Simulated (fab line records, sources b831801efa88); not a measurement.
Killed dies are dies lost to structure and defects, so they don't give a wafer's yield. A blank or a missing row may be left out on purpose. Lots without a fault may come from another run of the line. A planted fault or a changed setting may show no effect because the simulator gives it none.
A struck lot beside a sound one | flow gf180mcu | 15 steps out of a route of 602
Sound: wafers L473.1, L473.2, L473.4. Struck: wafers L467.1, L467.3, L467.4. The cause comes at the end.
At each step with rows: each side's tool, then ch and its chambers, then its first start. Under that, the readings that differ: sound wafers | struck wafers | difference of the means | sigmas: that difference in standard deviations of wafers without a fault.
alike: readings whose means differ by less than 2 such deviations, and words and numbers that are the same on both sides. not compared: withheld readings, readings that some wafer has no value for, bounds like >300 that may hide the same value, and numbers for which the record gives no deviation and whose values overlap.
The two part at a step that has a row with sigmas, a row that says differs or no value, or rows on one side only. Numbers that don't overlap but have no deviation are shown without sigmas and don't part them. A reading that every wafer of one side lacks parts them only if that side has two wafers or more.

GF_M2_THK_MEAS_06: measures by xrf.
  sound on film_metro-02, day 23 11:43; struck on film_metro-03, day 21 06:53
  alike: M2_ALCU_THK
then, 7 steps without rows for these wafers: GF_M2_DEHYDRATE_07 (time 60 s); GF_M2_HMDS_08 (prime time 60 s); GF_M2_COAT_09 (resist thk 1000 nm); GF_M2_SOFTBAKE_10 (time 60 s); GF_M2_EXPOSE_11 (exposes mask Metal2, target cd 280 nm); GF_M2_PEB_12 (peb time 90 s); GF_M2_DEVELOP_13 (develop time 60 s).
GF_M2_CD_MEAS_14: target cd 280 nm.
  sound on cd_sem-02, day 24 09:05; struck on cd_sem-02, day 22 06:04
  alike: cd_nm
GF_M2_OVL_MEAS_15:
  sound on overlay-01, day 24 09:12; struck on overlay-02, day 22 06:11
  alike: M2_OVL
GF_M2_METAL_ETCH_16: etches the open film in Cl2/BCl3, stops on SiO2, target depth 627.5 nm, time 104.6 s.
  sound on rie_metal-03 ch 0,1, day 24 09:14; struck on rie_metal-03 ch 0,1, day 22 06:13
  alike: drypump_motor_current_A, oes_product_au, throttle_valve_pct
  not compared: rf_hours_counter_h
GF_M2_STRIP_17: strips in O2/N2.
  sound on plasma_asher-02 ch 0,1, day 24 09:21; struck on plasma_asher-04 ch 0,1, day 22 06:20
  alike: drypump_motor_current_A, heater_power_w, n2_flow_sccm, oes_product_au, strip_time_to_endpoint_s
  not compared: rf_hours_counter_h
GF_M2_STRIP_18: strips in post etch residue remover, time 1200 s.
  sound on wet_bench-03 ch 3, day 24 09:27; struck on wet_bench-01 ch 3, day 22 06:26
  reading          | sound          | struck         | difference | sigmas
  run_length_s (s) | 1226 1226 1226 | 1181 1181 1181 | -45        | -12
  alike: temp_c
then, 1 step without rows for these wafers: GF_M2_CLEAN_19 (cleans in DIW).
-- the record jumps here: 9 days lie between the struck wafers' starts before and after (it left off in module M2 and takes up again in module PASSIVATION, whose first step shown is number 602 of the route) --
GF_PASSIVATION_PROBE_99:
  the record has rows for the struck wafers here (prober-02, day 31 09:55) and none for the sound ones

WHERE THEY PART
First at GF_M2_STRIP_18; last, within this record, at GF_PASSIVATION_PROBE_99.

WHY: what the simulator had put in
Process parameter drift: wet_bench-01, from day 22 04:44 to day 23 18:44, at GF_M2_STRIP_18. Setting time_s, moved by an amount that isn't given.
